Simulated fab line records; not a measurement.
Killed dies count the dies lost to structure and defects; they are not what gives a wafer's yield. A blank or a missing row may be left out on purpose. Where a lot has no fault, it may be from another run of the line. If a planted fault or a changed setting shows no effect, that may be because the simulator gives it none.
Problem report, 8D (eight disciplines) form, completed by code / flow sky130 / the parts of the form that need people (team, actions taken, sign-off) are left out

## 1. WHAT WENT WRONG
Wafers without a fault read 25, standard deviation 5.8; killed at contacts at SKY_PAD_OPEN_PROBE_99 reads a mean of 82 on 6 wafers belonging to 2 lots. That puts it +9.8 standard deviations away from the usual mean.
First seen on wafer L346.4, day 49 16:28, on prober-01. At this step, 18 wafers from 6 lots have a number in the record. Rule for "out" (also "out of limits"): further than 4 standard deviations from the usual mean. All remaining wafers that have a number are taken as sound.

## 2. WHAT IT IS, AND WHAT IT ISN'T
question=which readings at this step | is=killed at contacts, killed dies | is not=killed_at_M0_to_M3, killed_at_M4_up, killed at front end, killed open, killed short
question=which lots | is=L346, L348 | is not=L332, L339, L351, L353
question=which wafers of those lots | is=all that have a number | is not=-
question=read on which tools | is=prober-01 | is not=prober-02
question=when | is=from day 49 16:28 | is not=up to then (6 sound wafers); but 6 sound wafers of L351, L353 came after

## 3. SUSPECTS, AND WHAT RULES EACH OUT
Counting: a tool at any process step up to the reading remains a suspect when it ran all the lots that are out and ran no sound lot after the first of those.
- wet bench-04 at SKY_LOCAL_INTERCONNECT_CLEAN_18 (cleans in O3/DIW): kept. All lots that are out passed through it, beginning with L346 at day 35 19:32, and no sound lot followed; its final sound lot before that point was L339 at day 33 14:11.
- cmp-02 at SKY_CONTACT_CMP_04 (polishes SiO2): ruled out as a lasting fault. The sound lots L351, L353 went through it after L346, its earliest lot that is out (day 35 19:53).
- prober-01 at SKY_PAD_OPEN_PROBE_99: kept. All lots that are out passed through it, beginning with L346 at day 49 16:28, and no sound lot followed; its final sound lot before that point was L332 at day 45 23:40. Its own killed at contacts, killed dies readings are out on those wafers.
Left after counting: wet bench-04 at SKY_LOCAL_INTERCONNECT_CLEAN_18, prober-01 at SKY_PAD_OPEN_PROBE_99.

## 4. THE CAUSE (what the simulator had put in)
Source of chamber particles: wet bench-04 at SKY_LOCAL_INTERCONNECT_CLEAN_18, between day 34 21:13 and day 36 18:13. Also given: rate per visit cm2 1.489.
2 suspects survive the count, and this tool is in that group.

## 5. THE EFFECT CHAIN, in route order
One row per reading whose mean, taken over the struck wafers that have a number, lies over 3 standard deviations from the usual. Readings are gone through only where the record gives a usual standard deviation; hours: the median, over the lots, of the time from a lot's start at the first step in this table giving one to that lot's start at this step; sigmas: the change measured in usual standard deviations.
hours=0; step=SKY_PAD_OPEN_PROBE_99; reading=killed at contacts; usual=25; on struck wafers=82; change=+57; sigmas=+9.8
hours=0; step=SKY_PAD_OPEN_PROBE_99; reading=killed dies; usual=88; on struck wafers=141; change=+53; sigmas=+5.3
Process steps it contains:
- SKY_PAD_OPEN_PROBE_99

## 6. HOW IT WOULD HAVE BEEN CAUGHT EARLIER
In this record the first reading out of limits was taken at day 49 16:28, 355 hours after the fault began at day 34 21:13.
By day 49 16:28, every lot that is out (2) had started SKY_LOCAL_INTERCONNECT_CLEAN_18 on wet bench-04. Tool hold at that time: it would have spared none of them.
